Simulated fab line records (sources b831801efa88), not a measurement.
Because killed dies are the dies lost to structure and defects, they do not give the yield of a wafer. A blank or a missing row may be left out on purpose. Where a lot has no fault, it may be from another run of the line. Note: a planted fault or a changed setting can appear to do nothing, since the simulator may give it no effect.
Chamber matching | flow gf180mcu | GF_V5_ETCH_16 on rie diel-01: 4 sister chambers
The step etches BARC in N2/H2. 8 wafers are shown with their chamber, then 7 later ones without.

## WAFERS, EACH WITH ITS CHAMBER
wafer  | chamber | throttle valve pct (%) | oes product au (a.u.)
L369.1 | 3       | 13.228                 | 0.858
L369.6 | 1       | 13.209                 | 0.856
L372.3 | 3       | 13.223                 | 0.858
L381.1 | 0       | 13.229                 | 0.855
L381.2 | 2       | 13.220                 | 0.862
L381.3 | 1       | 13.226                 | 0.857
L385.1 | 0       | 13.237                 | 0.858
L385.2 | 2       | 13.218                 | 0.847

## WAFERS WITHOUT THEIR CHAMBER
wafer  | throttle valve pct (%) | oes product au (a.u.)
L385.5 | 13.222                 | 0.861
L387.2 | 13.229                 | 0.858
L387.3 | 13.209                 | 0.856
L387.6 | 13.224                 | 0.865
L390.1 | 13.236                 | 0.864
L390.3 | 13.238                 | 0.859
L390.5 | 13.223                 | 0.857

## THE CHAMBER EACH PASSED THROUGH
wafer  | from the rows above               | in truth
L385.5 | can't be placed: 3 or 1 or 2 or 0 | 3
L387.2 | can't be placed: 3 or 0 or 2 or 1 | 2
L387.3 | can't be placed: 1 or 2 or 3      | 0
L387.6 | can't be placed: 3 or 1 or 0 or 2 | 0
L390.1 | can't be placed: 0 or 3 or 1 or 2 | 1
L390.3 | can't be placed: 0 or 3           | 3
L390.5 | can't be placed: 3 or 2 or 1 or 0 | 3
Correctly placed: 0 of 7. These rows do not allow placing 7 (true chamber among the candidates in 6). Number placed wrongly: 0.
How it was worked out, from the rows above alone: a wafer's distance from a chamber is the root of the sum, over the readings, of the square of ((its reading less the chamber's mean) divided by the reading's scatter). If the next closest chamber is less than 2 further off than the closest, the wafer can't be placed; otherwise it belongs to the closest. The mean given for a chamber averages the wafers shown for that chamber. The scatter is the square root of a quotient: the sum, over the shown wafers, of each reading's squared deviation from its chamber's mean, divided by wafers minus chambers.
